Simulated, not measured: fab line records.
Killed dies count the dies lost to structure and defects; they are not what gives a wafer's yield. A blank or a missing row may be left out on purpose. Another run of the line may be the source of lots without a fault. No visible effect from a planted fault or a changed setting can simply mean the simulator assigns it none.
One fault through the eyes of 2 desks	flow gf180mcu	each desk holds nothing but its own numbers, with what lay behind them at the end

## METROLOGY DESK
What the gauges read, lot by lot, whatever tool the lot ran on: means of the sampled wafers that have a number. Marked OUT: a lot whose mean sits more than 4 standard deviations from the usual mean, which makes it out of limits; the brackets give that distance.
Columns: A = V5_CVD_00_THK at GF_V5_THK_MEAS_01, usual 299.7 nm; B = V5_OVL at GF_V5_OVL_MEAS_15, usual -1 nm
lot	first seen here	A	B
L131	day 26 16:09	295.3	-3
L132	day 27 01:27	294.9	-1
L134	day 27 12:34	299.9	3
L136	day 28 07:28	301.1	-3
L143	day 30 08:24	301.8	7
L144	day 30 12:21	303.5	-4
L146	day 31 03:07	298.9	-4
L147	day 31 10:16	300.5	-10
L148	day 31 14:58	299.3	0
L149	day 32 00:13	299.8	-4
L150	day 32 07:19	300.3	3
L153	day 32 18:37	301.4	0
L152	day 32 19:30	297.5	-3
Finding of this desk: none of the 13 lots has anything out of limits.

## THE TOOL OWNER'S DESK: pvd-sputter-04
The tool's own readings at GF_V5_SPUTTER_21 (material Ti, target thk 15 nm, time 80.02 s): means of the sampled wafers that have a number, for each lot that ran on this tool. Marked OUT: a lot whose mean sits more than 4 standard deviations from the usual mean, which makes it out of limits; the brackets give that distance.
Columns: A = cathode-dc-power-W at GF_V5_SPUTTER_21, usual 2500.0 W; B = substrate-temp-c at GF_V5_SPUTTER_21, usual 200.02 C; C = throttle-valve-pct at GF_V5_SPUTTER_21, usual 29.9 %
lot	first seen here	A	B	C
L132	day 27 22:47	2500.0	200.05	28.5
L134	day 28 09:34	1968.5 (-99 or more) OUT	199.93	30.1
L136	day 29 04:01	1968.2 (-99 or more) OUT	200.16	29.2
L147	day 32 05:08	2499.7	199.93	30.2
L148	day 32 08:58	2499.9	199.84	29.3
Finding of this desk: L134, L136 out of limits; the first was L134 at day 28 09:34, on cathode-dc-power-W at GF_V5_SPUTTER_21. Within limits: L132, L147, L148.

## TAKEN TOGETHER
The tool owner's desk could have raised an alarm at day 28 09:34, on L134, L136.
From the metrology desk's view, nothing was out of limits.
The metrology desk has L134, L136 on record, within its limits.
The lots listed all ran GF_V5_SPUTTER_21 on pvd-sputter-04.

## WHAT WAS PUT IN BY THE SIMULATOR
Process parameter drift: pvd-sputter-04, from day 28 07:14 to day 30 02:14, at GF_V5_SPUTTER_21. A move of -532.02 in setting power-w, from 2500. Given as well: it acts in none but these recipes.
Lots struck among those shown: L134, L136.
Time in hours from fault onset to the first out-of-limits reading at each desk: the tool owner's desk, 2.
